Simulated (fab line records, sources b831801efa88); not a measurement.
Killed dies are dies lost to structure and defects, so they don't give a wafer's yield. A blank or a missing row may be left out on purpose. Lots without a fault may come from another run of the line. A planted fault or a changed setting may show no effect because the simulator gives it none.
Which tool did it? | flow sky130 | 11 lots, 33 wafers sampled, at 2 steps of a route of 708

WHAT THE GAUGES READ, wafer by wafer
SKY_METAL1_CD_MEAS_15: target cd 140 nm. Usual: cd_nm 139.8 nm, standard deviation 2.
lot  | measured     | on        | cd_nm (nm)        | flag
L438 | day 32 18:53 | cd_sem-01 | 139.9 139.4 140.0 |
L439 | day 32 21:22 | cd_sem-01 | 142.9 143.0 142.5 |
L441 | day 33 19:07 | cd_sem-02 | 138.3 136.9 138.5 |
L442 | day 34 05:06 | cd_sem-02 | 138.6 138.6 137.3 |
L443 | day 34 16:35 | cd_sem-02 | 137.8 139.4 138.5 |
L453 | day 38 08:23 | cd_sem-02 | 140.6 142.2 141.2 |
L449 | day 38 10:06 | cd_sem-02 | 137.4 137.3 137.9 |
L455 | day 39 01:59 | cd_sem-02 | 143.4 142.9 144.2 |
L456 | day 39 03:29 | cd_sem-02 | 141.2 140.2 140.5 |
L457 | day 39 08:40 | cd_sem-02 | 137.2 138.3 137.0 |
L459 | day 39 20:20 | cd_sem-02 | 138.3 139.7 139.8 |

WHICH TOOL RAN EACH LOT (tool, then ch and the chambers of the sampled wafers, then the start)
lot  | SKY_LOCAL_INTERCONNECT_METAL_ETCH_14
L438 | rie_metal-03 ch 0,1, day 30 08:22
L439 | rie_metal-02 ch 0,1, day 30 11:01
L441 | rie_metal-02 ch 0,1, day 31 10:20
L442 | rie_metal-04 ch 0, day 31 19:15
L443 | rie_metal-03 ch 0,1, day 32 07:04
L453 | rie_metal-04 ch 0,1, day 36 01:37
L449 | rie_metal-02 ch 0,1, day 36 03:22
L455 | rie_metal-02 ch 0,1, day 36 18:32
L456 | rie_metal-03 ch 0,1, day 36 20:19
L457 | rie_metal-03 ch 0,1, day 37 02:28
L459 | rie_metal-04 ch 0,1, day 37 13:31
- SKY_LOCAL_INTERCONNECT_METAL_ETCH_14: etches TiN in Cl2/BCl3, stops on PSG, target depth 110 nm, time 31.4 s.

WHAT THE TOOLS THEMSELVES READ (means of the sampled wafers that have a number; where no wafer has one, the mark that the record gives instead)
SKY_LOCAL_INTERCONNECT_METAL_ETCH_14. Usual: bcl3_flow_sccm 29.99 sccm, standard deviation 0.092; drypump_motor_current_A 5.97 A, standard deviation 0.25; oes_product_au 0.940 a.u., standard deviation 0.0087; throttle_valve_pct 21.901 %, standard deviation 0.0089.
lot  | tool         | bcl3_flow_sccm (sccm) | drypump_motor_current_A (A) | oes_product_au (a.u.) | throttle_valve_pct (%) | flag
L438 | rie_metal-03 | 29.99                 | 6.03                        | 0.935                 | 21.893                 |
L439 | rie_metal-02 | 30.04                 | 5.67                        | 0.938                 | 21.901                 |
L441 | rie_metal-02 | 29.96                 | 5.66                        | 0.930                 | 21.904                 |
L442 | rie_metal-04 | 30.12                 | 6.07                        | 0.934                 | 21.902                 |
L443 | rie_metal-03 | 30.04                 | 5.88                        | 0.937                 | 21.904                 |
L453 | rie_metal-04 | 30.12                 | 6.16                        | 0.954                 | 21.897                 |
L449 | rie_metal-02 | 30.00                 | 5.67                        | 0.946                 | 21.889                 |
L455 | rie_metal-02 | 29.98                 | 5.80                        | 0.940                 | 21.909                 |
L456 | rie_metal-03 | 29.93                 | 5.89                        | 0.937                 | 21.907                 |
L457 | rie_metal-03 | 29.96                 | 6.03                        | 0.937                 | 21.910                 |
L459 | rie_metal-04 | 29.97                 | 6.25                        | 0.941                 | 21.899                 |

THE ANSWER, worked out from the rows above alone
Rule: a lot is off if the mean of its wafers that have a number lies more than 3 standard deviations from the usual mean. A lot without any number at a reading at which 4 lots or more have one is off too. The other lots that the step has rows for count as sound. The gauges are gone through in route order, then the tools' own readings, and for those a lot's mean is taken as printed above. The first step at which some lot is off is used, and at that step the reading that is off furthest; a lot without a number counts as furthest.
No lot is off at any reading shown: from this, nothing can be told.

WHAT THE SIMULATOR HAD PUT IN
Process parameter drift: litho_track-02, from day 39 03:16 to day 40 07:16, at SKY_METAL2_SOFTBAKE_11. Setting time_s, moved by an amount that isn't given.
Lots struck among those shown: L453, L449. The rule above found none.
